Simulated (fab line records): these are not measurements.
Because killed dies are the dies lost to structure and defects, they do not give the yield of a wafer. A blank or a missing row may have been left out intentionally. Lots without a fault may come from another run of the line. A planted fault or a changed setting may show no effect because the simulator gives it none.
fab line records    flow gf180mcu
record: lots: 5  wafers: 23
route steps=602 shown STI@2 DNWELL@34 NWELL@46 MVSD@76 MVPSD@86 VT_IMPLANT@93 POLY_GATE@157
start_h: hours from the record's opening day to when the first of the lot's shown wafers began    wait_h: time in hours since the lot's previous step    " identical to the entry in the row above    L1.1+2: a single row standing in for several wafers    - no value, or no start given    * or withheld: withheld    < > ~ a bound
route shown NAME@n: NAME is a module with steps in the file, n the number in the route of the first one    usual: average and standard deviation across the fault-free wafers    same: alike in all rows    chamber/n: place in a boat    sites: readings site by site    _std_site: the values' standard deviation    _edge_site: inner sites' mean taken away from outer sites' mean    radius_mm: for every site, how far away it sits from the centre of the wafer    mask NAME#n: copy n    behind: the last tool/chamber to shape the wafer    hold: cause of the lot's hold/its duration in hours/its outcome    device: transistor that didn't switch, given as n, p or np    end of line: the same wafers' tests at the end of the route    a step given without rows: its recipe and nothing more    killed: the dies lost at the first sort to structure and to defects; this is not the yield of the wafer    map: a wafer's dies, x killed, . not, _ none there
set.NAME: setting as actually run; set.NAME@STEP: the setting as run at that earlier step    model.NAME: the simulator's own value behind a step, which no gauge read
lots with deliberately changed settings; one table per step, one row per wafer
== steps ==
step: GF_STI_OXIDATION_01
recipe: temp_c: 900  ambient: O2  stabilise_s: 600  purge_s: 300  target_thk_a: 100  ox_time_s: 1418
lot.wafer  tool        chamber  start_h  wait_h  set.temp_c  model.SiO2_of_STI_OXIDATION_01.thk_nm
L076.1     -           -        -        2.2     909.3       11.22
L076.2     "           -        "        "       909.3       11.17
L076.3     "           -        "        "       909.3       11.26
L076.4     "           -        "        "       909.3       11.15
L076.5     "           -        "        "       909.3       11.24
L078.2     -           -        -        1.9     900         10
L078.3     "           -        "        "       900         10.22
L078.4     "           -        "        "       900         10.07
L078.5     "           -        "        "       900         9.936
L078.6     "           -        "        "       900         9.984
L079.1     furnace-02  0        37.44    2.4     900         9.984
L079.4     "           0        "        "       900         9.814
L079.5     "           0        "        "       900         9.891
L082.1     -           -        -        6.7     900         10.28
L082.2     "           -        "        "       900         10.01
L082.3     "           -        "        "       900         10.12
L082.5     "           -        "        "       900         10.17
L082.6     "           -        "        "       900         10.25
L084.1+6   -           -        -        4.8     924.4       12.93
L084.2     "           -        "        "       924.4       12.89
L084.4     "           -        "        "       924.4       12.92
L084.5     "           -        "        "       924.4       13.04
step: GF_STI_THK_MEAS_02
recipe: reads: SiO2_of_STI_OXIDATION_01
usual: STI_OXIDATION_THK: 10.07/0.12
lot.wafer  tool           chamber  start_h  wait_h  set.temp_c@STI_OXIDATION_01  STI_OXIDATION_THK[nm]
L076.1     film_metro-04  -        -        -       909.3                        11.21
L076.2     "              -        "        "       909.3                        11.14
L076.3     "              -        "        "       909.3                        11.26
L076.4     "              -        "        "       909.3                        11.15
L076.5     "              -        "        "       909.3                        11.24
L078.2     film_metro-03  -        -        -       900                          9.99
L078.3     "              -        "        "       900                          10.19
L078.4     "              -        "        "       900                          10.07
L078.5     "              -        "        "       900                          9.92
L078.6     "              -        "        "       900                          9.98
L079.1     film_metro-03  -        38.83    0.0     900                          9.95
L079.4     "              -        "        "       900                          9.82
L079.5     "              -        "        "       900                          9.86
L082.1     film_metro-03  -        -        -       900                          10.37
L082.2     "              -        "        "       900                          9.98
L082.3     "              -        "        "       900                          10.11
L082.5     "              -        "        "       900                          10.09
L082.6     "              -        "        "       900                          10.25
L084.1     film_metro-01  -        -        -       924.4                        12.92
L084.2     "              -        "        "       924.4                        12.90
L084.4     "              -        "        "       924.4                        12.95
L084.5     "              -        "        "       924.4                        13.03
L084.6     "              -        "        "       924.4                        13.01
step: GF_STI_PEB_10
recipe: peb_temp_c: 135  peb_time_s: 90  resist: KrF
lot.wafer       tool            chamber  start_h  wait_h  set.peb_time_s
L076.1+4+5      litho_track-04  0        -        -       98.91
L076.2+3        "               0        "        "       90
L078.2+3+4+5+6  litho_track-03  0        -        -       90
L079.1+4+5      litho_track-03  0        -        -       90
L082.1+3+5      litho_track-04  0        -        -       90
L082.2+6        "               0        "        "       82.97
L084.1+2+4+5+6  litho_track-03  0        -        -       90
step: GF_STI_DEVELOP_11
recipe: develop_time_s: 60  dev_temp_c: 21
step: GF_STI_CD_MEAS_12
recipe: target_cd_nm: 220
usual: cd_nm: 219.8/0.82
lot.wafer  tool       chamber  start_h  wait_h  set.peb_time_s@STI_PEB_10  cd_nm
L076.1     cd_sem-02  -        37.02    0.1     98.91                      217.6
L076.2     "          -        "        "       90                         220.1
L076.3     "          -        "        "       90                         219.4
L076.4     "          -        "        "       98.91                      217.1
L076.5     "          -        "        "       98.91                      217.7
L078.2     cd_sem-02  -        47.42    0.3     90                         221.6
L078.3     "          -        "        "       90                         219.5
L078.4     "          -        "        "       90                         221.3
L078.5     "          -        "        "       90                         220.3
L078.6     "          -        "        "       90                         220.8
L079.1     cd_sem-02  -        51.71    0.1     90                         219.4
L079.4     "          -        "        "       90                         219.6
L079.5     "          -        "        "       90                         218.4
L082.1     cd_sem-01  -        72.32    0.1     90                         219.1
L082.2     "          -        "        "       82.97                      222.6
L082.3     "          -        "        "       90                         219.0
L082.5     "          -        "        "       90                         219.7
L082.6     "          -        "        "       82.97                      222.7
L084.1     cd_sem-01  -        79.76    0.1     90                         220.4
L084.2     "          -        "        "       90                         220.5
L084.4     "          -        "        "       90                         220.0
L084.5     "          -        "        "       90                         220.9
L084.6     "          -        "        "       90                         220.0
step: GF_STI_ETCH_13
recipe: chemistry: CHF3/O2  stop_on: Si  over_etch_frac: 0.3  target_depth_a: 2823.1  source_w: 623.2  bias_w: 200  pressure_mtorr: 40  chf3_flow_sccm: 50  O2_flow_sccm: 5  time_s: 112.9
lot.wafer  tool         chamber  start_h  wait_h  set.peb_time_s@STI_PEB_10  model.STI.cd_nm
L076.1     rie_diel-01  1        37.14    0.1     98.91                      217
L076.2     "            3        "        "       90                         219.8
L076.3     "            2        "        "       90                         219
L076.4     "            1        "        "       98.91                      216.4
L076.5     "            2        "        "       98.91                      217.1
L078.2     rie_diel-01  3        47.52    0.1     90                         221.5
L078.3     "            0        "        "       90                         219.3
L078.4     "            1        "        "       90                         220.8
L078.5     "            2        "        "       90                         220.1
L078.6     "            1        "        "       90                         220.6
L079.1     rie_diel-02  1        51.83    0.1     90                         218.9
L079.4     "            3        "        "       90                         219.1
L079.5     "            3        "        "       90                         217.7
L082.1+3   rie_diel-01  1,0      72.44    0.1     90                         218.5
L082.2     "            2        "        "       82.97                      221.7
L082.5     "            2        "        "       90                         219.3
L082.6     "            3        "        "       82.97                      222.1
L084.1     rie_diel-02  1        79.88    0.1     90                         220.5
L084.2     "            2        "        "       90                         220.4
L084.4     "            3        "        "       90                         219.5
L084.5     "            2        "        "       90                         220.8
L084.6     "            3        "        "       90                         220
step: GF_DNWELL_COAT_02
recipe: spin_rpm: 2000  resist_thk_nm: 3000
lot.wafer  tool            chamber  start_h  wait_h  set.resist_thk_nm  model.coat_of_DNWELL_COAT_02.thk_nm
L076.1     litho_track-01  0        57.93    0.1     3000               3010
L076.2     "               0        "        "       3000               3015
L076.3     "               0        "        "       2924               2937
L076.4     "               0        "        "       2924               2934
L076.5     "               0        "        "       2924               2930
L078.2     litho_track-02  0        67.77    0.1     3171               3185
L078.3+6   "               0        "        "       3171               3191
L078.4     "               0        "        "       3000               3023
L078.5     "               0        "        "       3000               3022
L079.1     litho_track-03  0        68.31    0.1     3000               2981
L079.4     "               0        "        "       3000               2978
L079.5     "               0        "        "       3000               2984
L082.1     litho_track-02  0        86.29    0.1     2943               2933
L082.2+6   "               0        "        "       2943               2940
L082.3     "               0        "        "       3000               3001
L082.5     "               0        "        "       3000               3009
L084.1     litho_track-01  0        91.63    0.1     3000               2995
L084.2     "               0        "        "       3000               2997
L084.4     "               0        "        "       3000               2988
L084.5     "               0        "        "       3000               2991
L084.6     "               0        "        "       3000               2996
step: GF_DNWELL_DEVELOP_06
recipe: wall_angle_deg: 90  develop_time_s: 60  dev_temp_c: 23
lot.wafer   tool            chamber  start_h  wait_h  set.develop_time_s
L076.1+3+5  litho_track-02  0        -        -       60
L076.2+4    "               0        "        "       64.72
L078.2+3+5  litho_track-03  0        -        -       67.59
L078.4+6    "               0        "        "       60
L079.1+4+5  litho_track-02  0        -        -       60
L082.1+3    litho_track-01  0        -        -       53.04
L082.2+5+6  "               0        "        "       60
L084.1+6    litho_track-02  0        -        -       52.18
L084.2+4+5  "               0        "        "       60
step: GF_DNWELL_IMPLANT_07
recipe: species: P  energy_kev: 1500  dose_cm2: 1e+13  tilt_deg: 0
step: GF_DNWELL_STRIP_08
recipe: chemistry: O2/N2  power_w: 1400  pressure_mtorr: 1500  platen_temp_c: 250  o2_flow_sccm: 3000  n2_flow_sccm: 300  overash_fraction: 0.5
usual: strip_time_to_endpoint_s: 36.98/0.13
lot.wafer  tool             chamber  start_h  wait_h  set.resist_thk_nm@DNWELL_COAT_02  strip_time_to_endpoint_s
L076.1     plasma_asher-03  0        63.54    0.1     3000                              37.07
L076.2     "                1        "        "       3000                              37.13
L076.3     "                1        "        "       2924                              36.25
L076.4     "                0        "        "       2924                              36.23
L076.5     "                1        "        "       2924                              36.17
L078.2     plasma_asher-04  1        74.51    0.1     3171                              39.06
L078.3     "                1        "        "       3171                              39.13
L078.4     "                0        "        "       3000                              37.23
L078.5     "                1        "        "       3000                              37.20
L078.6     "                0        "        "       3171                              39.11
L079.1     plasma_asher-04  0        74.99    0.1     3000                              36.70
L079.4     "                0        "        "       3000                              36.68
L079.5     "                0        "        "       3000                              36.77
L082.1     plasma_asher-03  1        93.78    0.1     2943                              36.19
L082.2     "                0        "        "       2943                              36.26
L082.3     "                0        "        "       3000                              36.96
L082.5     "                0        "        "       3000                              37.07
L082.6     "                1        "        "       2943                              36.29
L084.1     plasma_asher-02  0        98.44    0.1     3000                              36.89
L084.2     "                1        "        "       3000                              36.91
L084.4     "                0        "        "       3000                              36.80
L084.5     "                1        "        "       3000                              36.84
L084.6     "                0        "        "       3000                              36.92
step: GF_NWELL_EXPOSE_04
recipe: mask_id: Nwell  target_cd_nm: 860  na: 0.6  source_shape: conventional  sigma_outer: 0.6  dose_mj: 260
lot.wafer   tool              chamber  start_h  wait_h  mask     set.dose_mj
L076.1+5    iline_stepper-02  0        -        -       Nwell#0  260
L076.2+3+4  "                 0        "        "       Nwell#0  272.7
L078.2+4    iline_stepper-02  0        -        -       Nwell#0  260
L078.3+5+6  "                 0        "        "       Nwell#0  248.1
L079.1+4+5  iline_stepper-01  0        -        -       Nwell#0  260
L082.1+3+6  iline_stepper-02  0        -        -       Nwell#0  260
L082.2+5    "                 0        "        "       Nwell#0  268.7
L084.1+5    iline_stepper-01  0        -        -       Nwell#0  242.3
L084.2+4+6  "                 0        "        "       Nwell#0  260
step: GF_NWELL_PEB_05
recipe: temp_c: 115  time_s: withheld
step: GF_NWELL_DEVELOP_06
recipe: wall_angle_deg: 90  develop_time_s: 58.02  dev_temp_c: 23
lot.wafer  tool            chamber  start_h  wait_h  set.dose_mj@NWELL_EXPOSE_04  model.NWELL.cd_nm
L076.1     litho_track-02  0        -        -       260                          842
L076.2     "               0        "        "       272.7                        856.9
L076.3     "               0        "        "       272.7                        857.8
L076.4     "               0        "        "       272.7                        855.8
L076.5     "               0        "        "       260                          843.9
L078.2     litho_track-03  0        -        -       260                          847.5
L078.3+5   "               0        "        "       248.1                        835.1
L078.4     "               0        "        "       260                          848.5
L078.6     "               0        "        "       248.1                        834.5
L079.1     litho_track-02  0        -        -       260                          855.6
L079.4     "               0        "        "       260                          854.9
L079.5     "               0        "        "       260                          853
L082.1     litho_track-02  0        -        -       260                          856.7
L082.2     "               0        "        "       268.7                        868.3
L082.3     "               0        "        "       260                          856.9
L082.5     "               0        "        "       268.7                        863.2
L082.6     "               0        "        "       260                          859.3
L084.1     litho_track-02  0        -        -       242.3                        835.1
L084.2     "               0        "        "       260                          855.2
L084.4     "               0        "        "       260                          853.8
L084.5     "               0        "        "       242.3                        835.5
L084.6     "               0        "        "       260                          855.6
step: GF_MVSD_STRIP_10
recipe: chemistry: O2/N2  power_w: 1400  pressure_mtorr: 1500  platen_temp_c: 250  o2_flow_sccm: 3000  n2_flow_sccm: 300  overash_fraction: 0.5
usual: oes_product_au: 0.723/0.004  strip_time_to_endpoint_s: 36.97/0.11
lot.wafer  tool             chamber  start_h  wait_h  set.power_w  oes_product_au  strip_time_to_endpoint_s
L076.1     plasma_asher-04  0        103.21   0.1     1400         0.726           36.97
L076.2     "                1        "        "       1400         0.723           37.12
L076.3     "                0        "        "       1529         0.762           34.46
L076.4     "                1        "        "       1400         0.722           37.09
L076.5     "                1        "        "       1529         0.764           34.53
L078.2     plasma_asher-04  0        115.01   0.1     1472         0.747           35.50
L078.3     "                0        "        "       1400         0.728           37.07
L078.4     "                1        "        "       1400         0.722           36.93
L078.5     "                0        "        "       1472         0.747           35.50
L078.6     "                1        "        "       1472         0.740           35.49
L079.1     plasma_asher-04  0        116.71   0.1     1400         0.726           36.94
L079.4     "                1        "        "       1400         0.720           37.05
L079.5     "                1        "        "       1400         0.725           37.04
L082.1     plasma_asher-04  0        137.30   0.1     1400         0.724           37.05
L082.2     "                1        "        "       1353         0.710           38.01
L082.3     "                1        "        "       1400         0.726           36.93
L082.5     "                1        "        "       1400         0.727           36.85
L082.6     "                0        "        "       1353         0.705           37.95
L084.1     plasma_asher-01  0        141.79   0.1     1400         0.731           36.74
L084.2     "                1        "        "       1400         0.719           36.75
L084.4     "                1        "        "       1400         0.720           36.75
L084.5     "                1        "        "       1400         0.720           36.77
L084.6     "                0        "        "       1400         0.723           36.76
step: GF_MVPSD_IMPLANT_08
recipe: species: B  energy_kev: 170  dose_cm2: 1.5e+13  tilt_deg: 0
lot.wafer       tool          chamber  start_h  wait_h  set.dose_cm2
L076.1+2+3+4+5  implanter-01  0        117.28   0.0     1.5e+13
L078.2+3+4+5+6  implanter-02  0        130.15   0.0     1.5e+13
L079.1+4+5      implanter-01  0        131.84   0.0     1.5e+13
L082.1+3        implanter-02  0        153.61   0.0     1.5e+13
L082.2+5+6      "             0        "        "       1.456e+13
L084.1+6        implanter-02  0        157.16   0.0     1.603e+13
L084.2+4+5      "             0        "        "       1.5e+13
step: GF_MVPSD_IMPLANT_09
recipe: species: B  energy_kev: 40  dose_cm2: 5e+12  tilt_deg: 0
step: GF_MVPSD_STRIP_10
recipe: chemistry: O2/N2  power_w: 1400  pressure_mtorr: 1500  platen_temp_c: 250  o2_flow_sccm: 3000  n2_flow_sccm: 300  overash_fraction: 0.5
step: GF_MVPSD_TW_MEAS_11
usual: MVPSD_TW: 555/4.1
lot.wafer  tool           chamber  start_h  wait_h  set.dose_cm2@MVPSD_IMPLANT_08  MVPSD_TW
L076.1     film_metro-02  -        117.68   0.1     1.5e+13                        563
L076.2     "              -        "        "       1.5e+13                        557
L076.3     "              -        "        "       1.5e+13                        560
L076.4     "              -        "        "       1.5e+13                        561
L076.5     "              -        "        "       1.5e+13                        558
L078.2     film_metro-02  -        130.54   0.1     1.5e+13                        556
L078.3     "              -        "        "       1.5e+13                        555
L078.4     "              -        "        "       1.5e+13                        555
L078.5     "              -        "        "       1.5e+13                        558
L078.6     "              -        "        "       1.5e+13                        555
L079.1     film_metro-04  -        132.24   0.1     1.5e+13                        554
L079.4     "              -        "        "       1.5e+13                        555
L079.5     "              -        "        "       1.5e+13                        549
L082.1     film_metro-02  -        154.01   0.1     1.5e+13                        561
L082.2     "              -        "        "       1.456e+13                      556
L082.3     "              -        "        "       1.5e+13                        559
L082.5     "              -        "        "       1.456e+13                      556
L082.6     "              -        "        "       1.456e+13                      556
L084.1     film_metro-02  -        157.56   0.1     1.603e+13                      571
L084.2     "              -        "        "       1.5e+13                        560
L084.4     "              -        "        "       1.5e+13                        561
L084.5     "              -        "        "       1.5e+13                        560
L084.6     "              -        "        "       1.603e+13                      572
step: GF_VT_IMPLANT_SOFTBAKE_03
recipe: temp_c: 90  time_s: 60  resist: NOVOLAK
lot.wafer       tool            chamber  start_h  wait_h  set.temp_c
L076.1+2+3+4+5  litho_track-03  0        124.91   0.1     90
L078.2+4+5      litho_track-03  0        137.78   0.1     86.78
L078.3+6        "               0        "        "       90
L079.1+4+5      litho_track-03  0        139.36   0.1     90
L082.1+2+3      litho_track-04  0        161.57   0.1     92.7
L082.5+6        "               0        "        "       90
L084.1+2        litho_track-02  0        165.89   0.1     90
L084.4+5+6      "               0        "        "       92.94
step: GF_VT_IMPLANT_EXPOSE_04
recipe: mask_id: LVPWELL_LV_AREA  target_cd_nm: 600  na: 0.6  source_shape: conventional  sigma_outer: 0.6  dose_mj: 140
step: GF_VT_IMPLANT_PEB_05
recipe: temp_c: withheld  time_s: *  resist: NOVOLAK
step: GF_VT_IMPLANT_IMPLANT_08
recipe: species: BF2  energy_kev: 20  dose_cm2: 8.29e+12  tilt_deg: 7
step: GF_VT_IMPLANT_STRIP_09
recipe: chemistry: O2/N2  power_w: 1400  pressure_mtorr: 1500  platen_temp_c: 250  o2_flow_sccm: 3000  n2_flow_sccm: 300  overash_fraction: 0.5
usual: strip_time_to_endpoint_s: 12.63/0.036
lot.wafer  tool             chamber  start_h  wait_h  set.temp_c@VT_IMPLANT_SOFTBAKE_03  strip_time_to_endpoint_s
L076.1     plasma_asher-01  1        132.81   0.1     90                                 12.62
L076.2     "                0        "        "       90                                 12.63
L076.3     "                0        "        "       90                                 12.63
L076.4     "                1        "        "       90                                 12.61
L076.5     "                1        "        "       90                                 12.61
L078.2     plasma_asher-02  1        146.28   0.1     86.78                              12.70
L078.3     "                0        "        "       90                                 12.57
L078.4     "                1        "        "       86.78                              12.70
L078.5     "                0        "        "       86.78                              12.70
L078.6     "                1        "        "       90                                 12.59
L079.1     plasma_asher-02  0        147.83   0.1     90                                 12.62
L079.4     "                1        "        "       90                                 12.64
L079.5     "                1        "        "       90                                 12.60
L082.1     plasma_asher-01  1        169.94   0.1     92.7                               12.56
L082.2     "                0        "        "       92.7                               12.57
L082.3     "                1        "        "       92.7                               12.57
L082.5     "                0        "        "       90                                 12.66
L082.6     "                1        "        "       90                                 12.71
L084.1     plasma_asher-02  1        174.28   0.1     90                                 12.65
L084.2     "                0        "        "       90                                 12.66
L084.4     "                0        "        "       92.94                              12.58
L084.5     "                1        "        "       92.94                              12.56
L084.6     "                0        "        "       92.94                              12.54
step: GF_VT_IMPLANT_IMPLANT_41
recipe: species: As  energy_kev: 70  dose_cm2: 1.013e+12  tilt_deg: 7
lot.wafer       tool          chamber  start_h  wait_h  set.energy_kev
L076.1+4        implanter-02  0        179.96   0.0     67.02
L076.2+3+5      "             0        "        "       70
L078.2+3+4+5+6  implanter-04  0        195.48   0.0     70
L079.1+4+5      implanter-02  0        197.14   0.0     70
L082.1+2+3+5+6  implanter-03  0        221.28   0.0     70
L084.1+2+5      implanter-02  0        225.26   0.0     70
L084.4+6        "             0        "        "       73.77
step: GF_VT_IMPLANT_STRIP_42
recipe: chemistry: O2/N2  power_w: 1400  pressure_mtorr: 1500  platen_temp_c: 250  o2_flow_sccm: 3000  n2_flow_sccm: 300  overash_fraction: 0.5
step: GF_VT_IMPLANT_RS_MEAS_49
recipe: thk_meas_gauge: four-point-probe
usual: MVPSD_RS: 1166.8/2.9
lot.wafer  tool           chamber  start_h  wait_h  set.dose_cm2@MVPSD_IMPLANT_08  MVPSD_RS[ohm/sq]
L076.1     film_metro-04  -        180.78   0.1     1.5e+13                        1162.6
L076.2     "              -        "        "       1.5e+13                        1165.2
L076.3     "              -        "        "       1.5e+13                        1165.7
L076.4     "              -        "        "       1.5e+13                        1163.4
L076.5     "              -        "        "       1.5e+13                        1162.3
L078.2     film_metro-01  -        196.30   0.1     1.5e+13                        1164.3
L078.3     "              -        "        "       1.5e+13                        1163.9
L078.4     "              -        "        "       1.5e+13                        1162.8
L078.5     "              -        "        "       1.5e+13                        1165.9
L078.6     "              -        "        "       1.5e+13                        1167.2
L079.1     film_metro-04  -        197.96   0.1     1.5e+13                        1168.8
L079.4     "              -        "        "       1.5e+13                        1167.5
L079.5     "              -        "        "       1.5e+13                        1168.4
L082.1     film_metro-02  -        222.10   0.1     1.5e+13                        1169.8
L082.2     "              -        "        "       1.456e+13                      1186.3
L082.3     "              -        "        "       1.5e+13                        1166.3
L082.5     "              -        "        "       1.456e+13                      1184.9
L082.6     "              -        "        "       1.456e+13                      1189.3
L084.1     film_metro-02  -        226.08   0.1     1.603e+13                      1129.5
L084.2     "              -        "        "       1.5e+13                        1166.6
L084.4     "              -        "        "       1.5e+13                        1164.4
L084.5     "              -        "        "       1.5e+13                        1162.0
L084.6     "              -        "        "       1.603e+13                      1126.7
step: GF_POLY_GATE_CVD_00
recipe: material: poly-Si  target_thk_nm: 200  temp_c: 620  time_s: 1200  pressure_mtorr: 200
lot.wafer  tool      chamber  start_h  wait_h  set.time_s  model.poly-Si_of_POLY_GATE_CVD_00.thk_nm
L076.1     -         -        -        0.0     1073        178.2
L076.2     "         -        "        "       1073        177.9
L076.3     "         -        "        "       1073        180.3
L076.4     "         -        "        "       1073        179.3
L076.5     "         -        "        "       1073        178
L078.2     -         -        -        0.0     1111        183.9
L078.3     "         -        "        "       1111        185.7
L078.4     "         -        "        "       1111        185.5
L078.5     "         -        "        "       1111        186
L078.6     "         -        "        "       1111        186.3
L079.1     lpcvd-02  1        219.62   0.0     1200        202
L079.4     "         1        "        "       1200        200.5
L079.5     "         1        "        "       1200        200.4
L082.1     -         -        -        0.2     1200        203.4
L082.2     "         -        "        "       1200        201.7
L082.3     "         -        "        "       1200        202.7
L082.5     "         -        "        "       1200        202.3
L082.6     "         -        "        "       1200        200.7
L084.1     -         -        -        0.0     1340        220.6
L084.2     "         -        "        "       1340        221.4
L084.4     "         -        "        "       1340        220.9
L084.5     "         -        "        "       1340        221.8
L084.6     "         -        "        "       1340        219.4
step: GF_POLY_GATE_THK_MEAS_01
recipe: reads: poly-Si_of_POLY_GATE_CVD_00
usual: POLY_GATE_CVD_00_THK: 199.9/2
lot.wafer  tool           chamber  start_h  wait_h  set.time_s@POLY_GATE_CVD_00  POLY_GATE_CVD_00_THK[nm]
L076.1     film_metro-03  -        -        -       1073                         178.5
L076.2     "              -        "        "       1073                         177.8
L076.3     "              -        "        "       1073                         180.4
L076.4     "              -        "        "       1073                         179.3
L076.5     "              -        "        "       1073                         177.9
L078.2     film_metro-04  -        -        -       1111                         183.9
L078.3     "              -        "        "       1111                         185.7
L078.4     "              -        "        "       1111                         185.6
L078.5     "              -        "        "       1111                         186.0
L078.6     "              -        "        "       1111                         186.2
L079.1     film_metro-02  -        220.96   0.0     1200                         201.9
L079.4     "              -        "        "       1200                         200.5
L079.5     "              -        "        "       1200                         200.2
L082.1     film_metro-03  -        -        -       1200                         203.4
L082.2     "              -        "        "       1200                         201.8
L082.3     "              -        "        "       1200                         202.8
L082.5     "              -        "        "       1200                         202.5
L082.6     "              -        "        "       1200                         200.7
L084.1     film_metro-02  -        -        -       1340                         220.6
L084.2     "              -        "        "       1340                         221.4
L084.4     "              -        "        "       1340                         221.0
L084.5     "              -        "        "       1340                         221.6
L084.6     "              -        "        "       1340                         219.4
== key ==
split: step: GF_STI_OXIDATION_01  setting: temp_c  stated: 900  by: lot
response: step: GF_STI_OXIDATION_01  reading: model.SiO2_of_STI_OXIDATION_01.thk_nm  change: +1.07  per: 1%  r: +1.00
response: step: GF_STI_THK_MEAS_02  reading: STI_OXIDATION_THK  change: +1.08  per: 1%  r: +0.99
split: step: GF_STI_PEB_10  setting: peb_time_s  stated: 90  by: wafer
response: step: GF_STI_CD_MEAS_12  reading: cd_nm  change: -0.309  per: 1%  r: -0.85
response: step: GF_STI_ETCH_13  reading: model.STI.cd_nm  change: -0.313  per: 1%  r: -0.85
split: step: GF_DNWELL_COAT_02  setting: resist_thk_nm  stated: 3000  by: wafer
response: step: GF_DNWELL_COAT_02  reading: model.coat_of_DNWELL_COAT_02.thk_nm  change: +30  per: 1%  r: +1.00
response: step: GF_DNWELL_STRIP_08  reading: strip_time_to_endpoint_s  change: *  per: 1%  r: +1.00
split: step: GF_DNWELL_DEVELOP_06  setting: develop_time_s  stated: 60  by: wafer
response none clear
split: step: GF_NWELL_EXPOSE_04  setting: dose_mj  stated: 260  by: wafer
response: step: GF_NWELL_DEVELOP_06  reading: model.NWELL.cd_nm  change: +2.81  per: 1%  r: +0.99
split: step: GF_MVSD_STRIP_10  setting: power_w  stated: 1400  by: wafer
response: step: GF_MVSD_STRIP_10  reading: oes_product_au  change: +0.00428  per: 1%  r: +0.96
response: step: GF_MVSD_STRIP_10  reading: strip_time_to_endpoint_s  change: *  per: 1%  r: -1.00
split: step: GF_MVPSD_IMPLANT_08  setting: dose_cm2  stated: 1.5e+13  by: wafer
response: step: GF_MVPSD_TW_MEAS_11  reading: MVPSD_TW  change: +1.62  per: 1%  r: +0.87
response: step: GF_VT_IMPLANT_RS_MEAS_49  reading: MVPSD_RS  change: -5.45  per: 1%  r: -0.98
split: step: GF_VT_IMPLANT_SOFTBAKE_03  setting: temp_c  stated: 90  by: wafer
response: step: GF_VT_IMPLANT_STRIP_09  reading: strip_time_to_endpoint_s  change: *  per: 1%  r: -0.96
split: step: GF_VT_IMPLANT_IMPLANT_41  setting: energy_kev  stated: 70  by: wafer
response none clear
split: step: GF_POLY_GATE_CVD_00  setting: time_s  stated: 1200  by: lot
response: step: GF_POLY_GATE_CVD_00  reading: model.poly-Si_of_POLY_GATE_CVD_00.thk_nm  change: +1.9  per: 1%  r: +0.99
response: step: GF_POLY_GATE_THK_MEAS_01  reading: POLY_GATE_CVD_00_THK  change: +1.9  per: 1%  r: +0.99
